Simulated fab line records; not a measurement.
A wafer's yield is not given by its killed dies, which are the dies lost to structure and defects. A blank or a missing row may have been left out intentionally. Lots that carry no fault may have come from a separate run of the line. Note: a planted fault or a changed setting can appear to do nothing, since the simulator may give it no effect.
The tool behind it: which one? -- flow gf180mcu -- 14 lots with 40 wafers sampled at 6 steps, on a route of 602 steps

== WHAT THE GAUGES READ, wafer by wafer ==
GF_LVPWELL_TW_MEAS_11. Usual: LVPWELL_TW gives 561 (standard deviation 3.7).
lot,measured,on,LVPWELL_TW,flag
L173,day 3 22:44,film metro-03,557 557 556,
L174,day 4 02:41,film metro-03,558 558 559,
L175,day 4 07:57,film metro-02,559 561 558,
L176,day 4 14:59,film metro-04,566 565 567,
L177,day 5 00:05,film metro-04,563 567 566,
L178,day 5 04:10,film metro-02,561 559 560,
L179,day 5 09:36,film metro-02,560 560 560,
L186,day 6 23:02,film metro-03,562 559,
L187,day 7 04:11,film metro-04,568 565,
L190,day 7 21:35,film metro-03,560 561 561,
L192,day 8 09:32,film metro-02,561 563 561,
L193,day 8 16:38,film metro-04,567 564 568,
L195,day 9 08:18,film metro-03,559 558 560,
L196,day 9 09:00,film metro-04,564 565 564,

GF_PSD_RS_MEAS_14: the measuring method here is four-point-probe. Usual: NSD_RS gives 46.14 ohm/sq (standard deviation 0.089).
lot,measured,on,NSD_RS (ohm/sq),flag
L173,day 14 03:51,film metro-02,46.17 46.13 46.26,
L174,day 14 14:18,film metro-02,46.21 46.25 46.29,
L175,day 14 22:23,film metro-01,46.20 46.00 46.13,
L176,day 15 03:53,film metro-01,46.09 46.11 46.20,
L177,day 16 00:39,film metro-01,46.09 46.21 46.13,
L178,day 16 01:32,film metro-01,46.16 46.20 46.12,
L179,day 16 14:14,film metro-01,46.00 46.04 46.07,
L186,day 19 09:44,film metro-01,46.08 43.69,OFF
L187,day 19 19:20,film metro-02,46.20 43.92,OFF
L190,day 20 16:07,film metro-04,46.23 46.09 46.28,
L192,day 21 02:30,film metro-02,46.23 46.01 46.20,
L193,day 21 10:05,film metro-04,45.99 46.02 46.12,
L195,day 22 07:08,film metro-01,46.14 46.05 46.18,
L196,day 22 09:25,film metro-01,46.08 46.04 46.07,

GF_PSD_RS_MEAS_15: the measuring method here is four-point-probe. Usual: PSD_RS gives 108.62 ohm/sq (standard deviation 0.29).
lot,measured,on,PSD_RS (ohm/sq),flag
L173,day 14 03:58,film metro-02,108.57 108.78 108.48,
L174,day 14 14:25,film metro-02,108.68 108.99 109.07,
L175,day 14 22:30,film metro-01,108.68 107.92 108.92,
L176,day 15 04:01,film metro-01,108.65 108.35 108.77,
L177,day 16 00:46,film metro-01,108.59 108.53 108.35,
L178,day 16 01:39,film metro-01,108.70 108.89 108.52,
L179,day 16 14:21,film metro-01,108.11 108.54 108.12,
L186,day 19 09:52,film metro-01,108.43 103.94,OFF
L187,day 19 19:28,film metro-02,108.70 104.16,OFF
L190,day 20 16:14,film metro-04,108.92 109.13 109.47,
L192,day 21 02:37,film metro-02,108.76 109.15 109.28,
L193,day 21 10:13,film metro-04,108.19 108.48 108.67,
L195,day 22 07:15,film metro-01,108.76 108.76 108.60,
L196,day 22 09:32,film metro-01,108.57 108.50 108.70,

GF_SALICIDE_THK_MEAS_05: measures by xrf. Usual: SALICIDE_TIN_THK gives 20.10 nm (standard deviation 0.29).
lot,measured,on,SALICIDE_TIN_THK (nm),flag
L173,day 15 01:32,film metro-02,20.32 20.13 20.37,
L174,day 15 12:13,film metro-03,20.65 20.49 20.56,
L175,day 15 21:11,film metro-03,19.92 19.94 19.79,
L176,day 16 02:10,film metro-02,20.06 19.85 19.79,
L177,day 16 23:13,film metro-02,19.83 20.24 19.89,
L178,day 17 00:45,film metro-03,20.43 20.18 20.55,
L179,day 17 14:12,film metro-02,19.96 20.03 20.27,
L186,day 20 10:32,film metro-01,20.23 20.12,
L187,day 20 20:40,film metro-03,19.76 19.93,
L190,day 21 16:00,film metro-02,20.01 20.14 19.91,
L192,day 22 02:37,film metro-01,19.60 19.42 19.75,
L193,day 22 10:32,film metro-02,20.11 19.95 20.35,
L195,day 23 06:13,film metro-03,20.07 20.11 20.13,
L196,day 23 09:47,film metro-02,19.96 20.18 20.10,

GF_CONTACT_OVL_MEAS_15. Usual: CONTACT_OVL gives 1 nm (standard deviation 6.6).
lot,measured,on,CONTACT_OVL (nm),flag
L173,day 16 00:44,overlay-02,-3 1 8,
L174,day 16 11:09,overlay-01,-5 -14 -9,
L175,day 16 21:11,overlay-01,-1 -3 -6,
L176,day 17 01:37,overlay-01,-2 5 3,
L177,day 17 23:13,overlay-01,-3 -1 1,
L178,day 18 01:46,overlay-02,4 8 7,
L179,day 18 14:46,overlay-02,2 11 5,
L186,day 21 11:17,overlay-01,2 -3,
L187,day 21 21:36,overlay-01,-5 -1,
L190,day 22 16:53,overlay-02,1 4 4,
L192,day 23 02:42,overlay-01,-5 5 -9,
L193,day 23 10:46,overlay-01,-3 -2 -3,
L195,day 24 05:47,overlay-01,9 1 -3,
L196,day 24 08:29,overlay-01,4 9 4,

== TOOL THAT RAN EACH LOT (tool first, then ch and the chambers of the sampled wafers, then the start) ==
lot,GF_PSD_RTA_13
L173,"rtp anneal-01 ch 0, day 14 03:46"
L174,"rtp anneal-01 ch 0, day 14 14:13"
L175,"rtp anneal-01 ch 0, day 14 22:17"
L176,"rtp anneal-01 ch 0, day 15 03:49"
L177,"rtp anneal-01 ch 0, day 16 00:34"
L178,"rtp anneal-02 ch 0, day 16 01:27"
L179,"rtp anneal-01 ch 0, day 16 14:08"
L186,"rtp anneal-01 ch 0, day 19 09:35"
L187,"rtp anneal-01 ch 0, day 19 19:16"
L190,"rtp anneal-02 ch 0, day 20 16:01"
L192,"rtp anneal-02 ch 0, day 21 02:25"
L193,"rtp anneal-02 ch 0, day 21 10:01"
L195,"rtp anneal-02 ch 0, day 22 07:02"
L196,"rtp anneal-01 ch 0, day 22 09:19"
- GF_PSD_RTA_13: time 20 s.

== AS READ BY THE TOOLS THEMSELVES (means over the sampled wafers that have a number; for cases with no such wafer, the mark the record gives instead) ==
GF_PSD_RTA_13. Usual: lamp power pct 34.7 %, standard deviation 1.9; run length s 48.9 s, standard deviation 0.81; wafer_temp_C_max 1028.1, standard deviation 0.68.
lot,tool,lamp power pct (%),run length s (s),wafer_temp_C_max,flag
L173,rtp anneal-01,36.0,48.6,1029.1,
L174,rtp anneal-01,36.0,48.7,1027.4,
L175,rtp anneal-01,36.0,48.9,1027.9,
L176,rtp anneal-01,36.0,48.6,1028.2,
L177,rtp anneal-01,35.9,48.7,1028.0,
L178,rtp anneal-02,32.1,48.3,1028.0,
L179,rtp anneal-01,36.0,48.7,1027.9,
L186,rtp anneal-01,35.9,56.6,1028.2,OFF
L187,rtp anneal-01,36.0,54.2,1028.8,OFF
L190,rtp anneal-02,32.0,48.4,1028.9,
L192,rtp anneal-02,32.0,48.4,1028.3,
L193,rtp anneal-02,32.0,48.4,1028.0,
L195,rtp anneal-02,32.0,48.3,1028.2,
L196,rtp anneal-01,36.0,48.6,1027.8,

== THE ANSWER, worked out from the rows above alone ==
Rule: lot off if the mean of its wafers having a number is beyond 3 standard deviations from the usual mean. A lot without any number at a reading at which 4 lots or more have one is off too. All remaining lots with rows at the step are treated as sound. The gauges are gone through in route order, then the tools' own readings, and for those a lot's mean is taken as printed above. The first step at which some lot is off is used, and at that step the reading that is off furthest; a lot without a number counts as furthest.
Off: L186, L187, at GF_PSD_RS_MEAS_14 (NSD_RS).
A tool fits if, at a process step before that reading, it ran every lot that is off, and no sound lot after the first of them. The gauges at GF_PSD_RS_MEAS_14 aren't tried: what is off there is off at GF_PSD_RTA_13 too, on other tools, and a gauge's error can't cause that. None of those tried fits.

== WHAT THE SIMULATOR HAD INSERTED ==
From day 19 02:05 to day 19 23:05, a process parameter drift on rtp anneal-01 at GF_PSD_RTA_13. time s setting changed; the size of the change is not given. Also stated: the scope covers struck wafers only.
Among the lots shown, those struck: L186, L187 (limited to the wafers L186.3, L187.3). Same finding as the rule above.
